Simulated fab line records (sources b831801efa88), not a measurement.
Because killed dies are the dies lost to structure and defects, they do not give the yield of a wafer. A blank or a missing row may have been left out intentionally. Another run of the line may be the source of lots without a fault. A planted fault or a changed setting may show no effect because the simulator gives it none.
Check of tool commonality	flow sky130	Sampled: 13 lots, 39 wafers

WHY THIS WAS OPENED
SKY_LDD_HVP_TW_MEAS_10, reading LDD_HVP_TW: flagged on 1 of 13 lots. No-fault wafers: 455, standard deviation 3.6.
Rule: a lot gets a flag if all its wafers with a number sit over 4 standard deviations from that mean, or if no wafer of it has a number. All remaining lots are regarded as sound.

lot	measured	on	LDD_HVP_TW, wafer by wafer	flag
L925	day 21 09:32	film-metro-01	450 449 451	
L927	day 22 01:58	film-metro-01	450 451 450	
L928	day 22 18:29	film-metro-01	449 455 451	
L929	day 22 21:59	film-metro-01	451 452 450	
L931	day 24 01:35	film-metro-02	458 459 457	
L932	day 24 05:49	film-metro-01	449 452 453	
L935	day 25 07:23	film-metro-02	461 460 462	
L936	day 25 13:19	film-metro-04	457 455 458	
L937	day 25 20:50	film-metro-04	455 456 454	
L938	day 26 09:15	film-metro-02	30 30 30	FLAGGED
L944	day 28 18:35	film-metro-02	458 457 458	
L948	day 29 12:32	film-metro-01	450 454 453	
L947	day 29 17:26	film-metro-02	458 459 460	
On average the flagged lots read 30, which is -425 against the usual, or -99 or more standard deviations.

EACH LOT AND THE TOOL IT RAN ON
The record keeps 1 process step preceding the reading, out of 708 steps on the route. Every cell lists first the tool, next ch and the chambers used by the sampled wafers, and last the start.
lot	flag	SKY_LDD_HVP_EXPOSE_04
L925		iline-stepper-02 ch 0, day 20 17:55
L927		iline-stepper-02 ch 0, day 21 11:07
L928		iline-stepper-01 ch 0, day 22 02:35
L929		iline-stepper-01 ch 0, day 22 07:02
L931		iline-stepper-02 ch 0, day 23 09:58
L932		iline-stepper-02 ch 0, day 23 14:46
L935		iline-stepper-01 ch 0, day 24 15:57
L936		iline-stepper-02 ch 0, day 24 22:40
L937		iline-stepper-01 ch 0, day 25 06:08
L938	FLAGGED	iline-stepper-01 ch 0, day 25 18:35
L944		iline-stepper-01 ch 0, day 28 04:26
L948		iline-stepper-01 ch 0, day 28 22:18
L947		iline-stepper-01 ch 0, day 29 03:35
What is done by these steps:
- SKY_LDD_HVP_EXPOSE_04: exposes mask HVPTM, target cd 700 nm.
- SKY_LDD_HVP_TW_MEAS_10

FLAGGED AGAINST TOTAL, ONE TOOL AT A TIME (gauges that did the reading follow at the end)
step	tool	lots run	flagged	share of the flagged lots	sound lots run after its first flagged lot
SKY_LDD_HVP_EXPOSE_04	iline-stepper-01	8	1	all	3 (L944,L948,L947)
SKY_LDD_HVP_EXPOSE_04	iline-stepper-02	5	0	none	-
SKY_LDD_HVP_TW_MEAS_10	film-metro-01	6	0	none	-
SKY_LDD_HVP_TW_MEAS_10	film-metro-02	5	1	all	2 (L944,L947)
SKY_LDD_HVP_TW_MEAS_10	film-metro-04	2	0	none	-

WHAT THE TABLE ALLOWS
Table rows that saw every flagged lot: 2, namely iline-stepper-01 at SKY_LDD_HVP_EXPOSE_04 and film-metro-02 at SKY_LDD_HVP_TW_MEAS_10.
- iline-stepper-01 at SKY_LDD_HVP_EXPOSE_04: 1 of its 8 lots flagged. Sound lots followed the first flagged one (L944, L948, L947) on it, something a lasting fault affecting the whole tool could not allow.
- film-metro-02 at SKY_LDD_HVP_TW_MEAS_10: 1 of its 5 lots flagged. Sound lots followed the first flagged one (L944, L947) on it, something a lasting fault affecting the whole tool could not allow.
No row of the table ran every flagged lot and no sound lot after the first.

WHAT THE SIMULATOR PUT IN
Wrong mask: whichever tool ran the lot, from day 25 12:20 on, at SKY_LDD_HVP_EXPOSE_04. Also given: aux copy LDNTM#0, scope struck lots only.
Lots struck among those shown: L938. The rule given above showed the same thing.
